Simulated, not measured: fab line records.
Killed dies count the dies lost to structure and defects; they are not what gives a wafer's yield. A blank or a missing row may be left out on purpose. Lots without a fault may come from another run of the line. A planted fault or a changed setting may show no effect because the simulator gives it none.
Which of the tools did it? | flow gf180mcu | 13 lots with 38 wafers sampled at 5 steps, on a route of 602 steps

WHAT THE GAUGES READ, wafer by wafer
GF_V4_THK_MEAS_25: measures by xrf.
lot  | measured     | on            | V4_W_THK (nm)
L783 | day 24 23:53 | film-metro-03 | 359 362 361
L784 | day 25 11:25 | film-metro-03 | 347 349 350
L787 | day 26 05:05 | film-metro-03 | 360 358 358
L789 | day 26 14:43 | film-metro-03 | 351 356 354
L790 | day 26 22:26 | film-metro-03 | 356 349 350
L791 | day 27 03:31 | film-metro-03 | 356 352 348
L794 | day 28 06:06 | film-metro-02 | 355 353 355
L796 | day 28 17:53 | film-metro-04 | 358 358 355
L797 | day 28 21:42 | film-metro-04 | 352 354 354
L798 | day 29 12:55 | film-metro-02 | 352 354 353
L799 | day 29 13:41 | film-metro-02 | 351 353
L801 | day 29 22:32 | film-metro-02 | 359 353 349
L806 | day 31 09:41 | film-metro-04 | 350 358 355

GF_M5_CD_MEAS_07: target cd 280 nm.
lot  | measured     | on        | cd-nm (nm)
L783 | day 26 19:14 | cd-sem-01 | 279.3 278.7 278.7
L784 | day 27 05:49 | cd-sem-01 | 277.4 278.4 278.1
L787 | day 27 21:56 | cd-sem-02 | 278.6 277.6 276.8
L789 | day 28 08:08 | cd-sem-01 | 282.5 280.9 281.9
L790 | day 28 16:11 | cd-sem-02 | 281.3 280.7 280.8
L791 | day 28 17:49 | cd-sem-02 | 278.4 277.2 279.0
L794 | day 29 21:35 | cd-sem-01 | 279.7 278.1 279.2
L796 | day 30 09:11 | cd-sem-02 | 281.1 280.1 282.4
L797 | day 30 12:41 | cd-sem-02 | 276.9 278.8 280.4
L798 | day 31 02:47 | cd-sem-01 | 280.9 279.8 279.1
L799 | day 31 03:56 | cd-sem-02 | 280.8 281.5
L801 | day 31 12:07 | cd-sem-02 | 279.2 278.8 280.0
L806 | day 32 19:53 | cd-sem-02 | 279.3 281.1 281.1

GF_V5_THK_MEAS_03.
lot  | measured     | on            | V5_CVD_02_THK (nm)
L783 | day 26 20:17 | film-metro-03 | 1416 1446 1451
L784 | day 27 06:50 | film-metro-01 | 1449 1446 1472
L787 | day 27 22:59 | film-metro-03 | 1464 1451 1483
L789 | day 28 09:09 | film-metro-01 | 1421 1444 1434
L790 | day 28 17:36 | film-metro-04 | 1435 1441 1444
L791 | day 28 19:11 | film-metro-03 | 1444 1467 1481
L794 | day 29 22:41 | film-metro-04 | 1455 1454 1459
L796 | day 30 10:14 | film-metro-04 | 1447 1459 1468
L797 | day 30 13:45 | film-metro-03 | 1445 1441 1481
L798 | day 31 03:50 | film-metro-03 | 1427 1483 1459
L799 | day 31 04:58 | film-metro-04 | 1535 1470
L801 | day 31 13:08 | film-metro-03 | 1537 1458 1469
L806 | day 32 20:55 | film-metro-03 | 1444 1454 1442

EACH LOT AND THE TOOL THAT RAN IT (in order: tool; ch and the chambers of the sampled wafers; start)
lot  | GF_MIM_SPUTTER_08            | GF_V5_CVD_02
L783 | pvd-sputter-04, day 25 01:15 | pecvd-04 ch 0,1, day 26 20:10
L784 | pvd-sputter-01, day 25 12:08 | pecvd-03 ch 1,2, day 27 06:43
L787 | pvd-sputter-04, day 26 05:49 | pecvd-01 ch 1,2, day 27 22:52
L789 | pvd-sputter-03, day 26 15:25 | pecvd-04 ch 1,2, day 28 09:01
L790 | pvd-sputter-04, day 26 23:22 | pecvd-04 ch 0,1, day 28 17:28
L791 | pvd-sputter-01, day 27 04:14 | pecvd-03 ch 0,2, day 28 19:04
L794 | pvd-sputter-01, day 28 06:49 | pecvd-03 ch 0,2, day 29 22:35
L796 | pvd-sputter-01, day 28 18:37 | pecvd-04 ch 0,1,2, day 30 10:07
L797 | pvd-sputter-03, day 28 22:25 | pecvd-03 ch 0,2, day 30 13:38
L798 | pvd-sputter-03, day 29 13:38 | pecvd-01 ch 0,2, day 31 03:43
L799 | pvd-sputter-04, day 29 14:24 | pecvd-03 ch 0,1, day 31 04:52
L801 | pvd-sputter-03, day 29 23:16 | pecvd-03 ch 0,1, day 31 13:01
L806 | pvd-sputter-03, day 31 10:25 | pecvd-01 ch 0,1,2, day 32 20:49
- GF_MIM_SPUTTER_08: material AlCu, target thk 200 nm, time 10.6 s.
- GF_V5_CVD_02: deposits SiO2 from TEOS, target thk 1450 nm, time 163.28 s.

AS READ BY THE TOOLS THEMSELVES (means over the sampled wafers that have a number; for cases with no such wafer, the mark the record gives instead)
GF_MIM_SPUTTER_08.
lot  | tool           | throttle-valve-pct (%)
L783 | pvd-sputter-04 | 30.2
L784 | pvd-sputter-01 | 30.0
L787 | pvd-sputter-04 | 29.8
L789 | pvd-sputter-03 | 29.5
L790 | pvd-sputter-04 | 31.5
L791 | pvd-sputter-01 | 30.1
L794 | pvd-sputter-01 | 29.9
L796 | pvd-sputter-01 | 30.3
L797 | pvd-sputter-03 | 30.9
L798 | pvd-sputter-03 | 29.7
L799 | pvd-sputter-04 | 31.8
L801 | pvd-sputter-03 | 30.4
L806 | pvd-sputter-03 | 30.3

GF_V5_CVD_02.
lot  | tool     | heater-power-w (W)
L783 | pecvd-04 | 615
L784 | pecvd-03 | 724
L787 | pecvd-01 | 723
L789 | pecvd-04 | 643
L790 | pecvd-04 | 631
L791 | pecvd-03 | 746
L794 | pecvd-03 | 712
L796 | pecvd-04 | 635
L797 | pecvd-03 | 711
L798 | pecvd-01 | 854
L799 | pecvd-03 | 674
L801 | pecvd-03 | 615
L806 | pecvd-01 | 793

THE ANSWER, worked out from the rows above alone
Rule: the usual values come from the lots themselves. Put in order of their means at a reading, lots are off if they are a third of the lots or fewer, leave a main group of 4 or more, and stand apart from it by a gap of 3 or more times the standard deviation of the main group's means; of several such gaps the widest counts. Not used: any main group whose means are identical at the precision the tables above print for the reading. Also off: a lot with no number at a reading for which 4 or more lots have one. Any other lot the step has rows for is counted as sound. The gauges are gone through in route order, then the tools' own readings, and for those a lot's mean is taken as printed above. At the first step where some lot is off, the reading lying furthest off is the one used; lots without a number count as furthest.
No lot is off at any reading shown: from this, nothing can be told.

WHAT THE SIMULATOR PUT IN
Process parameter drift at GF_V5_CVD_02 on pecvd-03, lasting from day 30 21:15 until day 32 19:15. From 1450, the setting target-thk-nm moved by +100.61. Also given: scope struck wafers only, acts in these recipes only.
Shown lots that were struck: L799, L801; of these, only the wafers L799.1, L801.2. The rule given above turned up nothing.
